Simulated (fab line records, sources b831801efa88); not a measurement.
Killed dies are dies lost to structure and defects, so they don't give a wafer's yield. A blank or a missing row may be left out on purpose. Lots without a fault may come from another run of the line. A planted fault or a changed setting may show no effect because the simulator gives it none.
One fault seen from 2 desks | flow gf180mcu | each desk has only its own numbers; what lay behind them comes last

THE TOOL OWNER'S DESK: litho_track-01
The tool's own readings at GF_M2_PEB_12 (peb time 90 s): means of the sampled wafers that have a number, for each lot that ran on this tool. A lot is out of limits, marked OUT, if its mean lies more than 4 standard deviations from the usual mean; the brackets give that distance.
Columns: A = heater_power_total_W at GF_M2_PEB_12, usual 85.69 W; B = plate_temp_C at GF_M2_PEB_12, usual 135.01 C
lot  | first seen here | A               | B
L189 | day 19 01:55    | 85.71           | 134.82
L191 | day 19 17:00    | 85.74           | 135.05
L197 | day 22 05:07    | 83.37 (-26) OUT | 132.20 (-22) OUT
L199 | day 23 04:22    | 83.33 (-27) OUT | 132.26 (-21) OUT
This desk's finding: out of limits on L197, L199; first on L197, day 22 05:07 (heater_power_total_W at GF_M2_PEB_12). In limits: L189, L191.

THE METROLOGY DESK
What the gauges read, lot by lot, whatever tool the lot ran on: means of the sampled wafers that have a number. A lot is out of limits, marked OUT, if its mean lies more than 4 standard deviations from the usual mean; the brackets give that distance.
Columns: A = V1_W_RS at GF_V1_RS_MEAS_24, usual 0.325 ohm/sq; B = M2_ALCU_THK at GF_M2_THK_MEAS_06, usual 445 nm; C = cd_nm at GF_M2_CD_MEAS_14, usual 280.3 nm
lot  | first seen here | A     | B   | C
L189 | day 18 01:29    | 0.320 | 453 | 280.0
L190 | day 18 15:01    | 0.331 | 445 | 280.3
L191 | day 18 15:52    | 0.319 | 452 | 279.5
L194 | day 20 01:16    | 0.334 | 437 | 282.0
L197 | day 21 06:01    | 0.319 | 450 | 288.9 (+7.2) OUT
L199 | day 22 04:55    | 0.322 | 449 | 289.6 (+7.7) OUT
L200 | day 22 08:15    | 0.319 | 445 | 280.0
L202 | day 22 23:01    | 0.322 | 431 | 278.8
L204 | day 23 22:21    | 0.326 | 441 | 280.3
L208 | day 25 06:03    | 0.327 | 439 | 280.5
L211 | day 25 21:22    | 0.323 | 443 | 280.5
L212 | day 26 06:56    | 0.329 | 451 | 280.3
This desk's finding: out of limits on L197, L199; first on L197, day 22 05:28 (cd_nm at GF_M2_CD_MEAS_14). In limits: L189, L190, L191, L194, L200, L202, L204, L208, L211, L212.

PUT TOGETHER
The tool owner's desk could have raised an alarm at day 22 05:07, on L197, L199.
The metrology desk could have raised an alarm at day 22 05:28, on L197, L199.
Of the lots named, all ran GF_M2_PEB_12 on litho_track-01.

WHAT THE SIMULATOR HAD PUT IN
Process parameter drift: litho_track-01, from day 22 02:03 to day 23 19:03, at GF_M2_PEB_12. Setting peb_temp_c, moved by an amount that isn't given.
Lots struck among those shown: L197, L199.
Hours from the fault's start to each desk's first reading out of limits: the tool owner's desk, 3; the metrology desk, 3.
